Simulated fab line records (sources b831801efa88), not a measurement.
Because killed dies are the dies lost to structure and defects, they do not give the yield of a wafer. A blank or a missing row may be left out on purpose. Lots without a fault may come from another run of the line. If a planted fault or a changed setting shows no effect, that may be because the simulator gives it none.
The tool behind it: which one? :: flow sky130 :: 18 wafers sampled from 6 lots at 1 step of a route of 708

## WHAT THE GAUGES READ, wafer by wafer
SKY_LI_CONTACT_BOW_MEAS_03.
lot: L834
measured: day 28 05:23
on: film metro-03
LI_CONTACT_BOW (um): 51 56 51

lot: L837
measured: day 29 06:09
on: film metro-02
LI_CONTACT_BOW (um): 62 49 48

lot: L842
measured: day 31 04:38
on: film metro-02
LI_CONTACT_BOW (um): 55 51 52

lot: L844
measured: day 31 21:26
on: film metro-02
LI_CONTACT_BOW (um): 49 49 37

lot: L847
measured: day 32 12:05
on: film metro-02
LI_CONTACT_BOW (um): 72 63 43

lot: L855
measured: day 35 00:39
on: film metro-02
LI_CONTACT_BOW (um): 60 44 48

## WHICH TOOL RAN EACH LOT (tool, then ch and the chambers of the sampled wafers, then the start)
There is no process step in the record ahead of these readings.

## THE ANSWER, worked out from the rows above alone
Rule: what is usual is taken from the lots themselves. The widest of any qualifying gaps counts: lots, ordered by their means at a reading, are off when they make up no more than a third of the lots, leave a main group of 4 or more, and stand apart from it by 3 or more times the standard deviation of that group's means. A main group is skipped when, at the precision printed for the reading in the tables above, its means are all equal. Also off: a lot with no number at a reading for which 4 or more lots have one. Where the step has rows for the other lots, those lots are counted as sound.
Nothing can be told from this: no lot is off at any reading shown.

## WHAT THE SIMULATOR HAD INSERTED
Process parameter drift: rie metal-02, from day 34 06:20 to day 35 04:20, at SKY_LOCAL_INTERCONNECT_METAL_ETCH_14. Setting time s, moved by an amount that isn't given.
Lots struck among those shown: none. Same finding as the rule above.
